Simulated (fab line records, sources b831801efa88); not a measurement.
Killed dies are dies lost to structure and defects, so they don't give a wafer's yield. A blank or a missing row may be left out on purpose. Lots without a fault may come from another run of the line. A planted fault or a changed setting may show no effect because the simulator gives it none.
Problem report in the 8D (eight disciplines) form, filled by code | flow gf180mcu | the parts of the form that need people (team, actions taken, sign-off) are left out

1. THE PROBLEM
VT_IMPLANT_4_TW at GF_VT_IMPLANT_TW_MEAS_43 reads a mean of 30 on 6 wafers of 2 lots; wafers without a fault read 686 with a standard deviation of 4.1. That is -99 or more standard deviations from the usual mean.
First seen on wafer L536.1, day 11 12:07, on film_metro-02. The record holds 42 wafers of 14 lots with a number at this step. Rule for "out", or "out of limits": more than 4 standard deviations from the usual mean. The other wafers with a number count as sound.

2. WHAT IT IS AND WHAT IT IS NOT
question                    | is                           | is not
which readings at this step | VT_IMPLANT_4_TW              | -
which lots                  | L536, L537                   | L522, L524, L525, L526, L528, L529, L530, L531, L538, L543, L544, L545
which wafers of those lots  | all that have a number       | -
read on which gauges        | film_metro-02, film_metro-03 | film_metro-04
when                        | from day 11 12:07            | up to then (24 sound wafers); but 12 sound wafers of L538, L543, L544, L545 came after

3. SUSPECTS, AND WHAT RULES EACH OUT
Counting: a tool at a process step up to the reading stays a suspect if it ran every lot that is out and no sound lot after the first of them.
- the gauge at GF_VT_IMPLANT_TW_MEAS_43: ruled out. The wafers that are out were read on 2 gauges (film_metro-02, film_metro-03).
- plasma_asher-03 at GF_MVSD_STRIP_10 (strips in O2/N2): kept. It ran every lot that is out, first L536 (day 7 19:53), and no sound lot after that; its last sound lot up to then is L530 (day 6 07:53).
- implanter-01 at GF_VT_IMPLANT_IMPLANT_41: ruled out as a lasting fault. Sound lots L544 ran on it after its first lot that is out, L536 (day 11 11:52).
Left after counting: plasma_asher-03 at GF_MVSD_STRIP_10.

4. THE CAUSE (what the simulator had put in)
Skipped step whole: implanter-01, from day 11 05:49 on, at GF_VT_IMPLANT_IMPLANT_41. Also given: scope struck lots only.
Counting ruled it out, wrongly: the rule takes a fault to strike every lot that its tool runs from its start on, and this one did not.

5. THE CHAIN OF EFFECTS, in route order
Each row: a reading whose mean over the struck wafers that have a number lies more than 3 standard deviations from the usual. Only readings for which the record gives a usual standard deviation are gone through. hours: the time from each lot's start at the first step in this table that gives one to its start at this step, as a median over the lots. sigmas: the change in usual standard deviations.
hours | step                     | reading         | usual | on struck wafers | change | sigmas
0     | GF_VT_IMPLANT_TW_MEAS_43 | VT_IMPLANT_4_TW | 686   | 30               | -656   | -99 or more
Readings that are blank on the struck wafers while sound wafers have them: beam_energy_keV at GF_VT_IMPLANT_IMPLANT_41; beam_on_s at GF_VT_IMPLANT_IMPLANT_41.
Later measuring or inspecting steps at which every struck wafer that the step has a row for has a number for every such reading, and none has moved that far: GF_VT_IMPLANT_RS_MEAS_47.

6. WHAT WOULD HAVE CAUGHT IT SOONER
In this record the first reading out of limits at a measuring or inspecting step was taken at day 11 12:07, 6 hours after the fault began at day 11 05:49.
At GF_VT_IMPLANT_IMPLANT_41 the tool's readings are blank on the struck wafers, where sound wafers have them: an empty tool record is the first sign, and it was there at once.
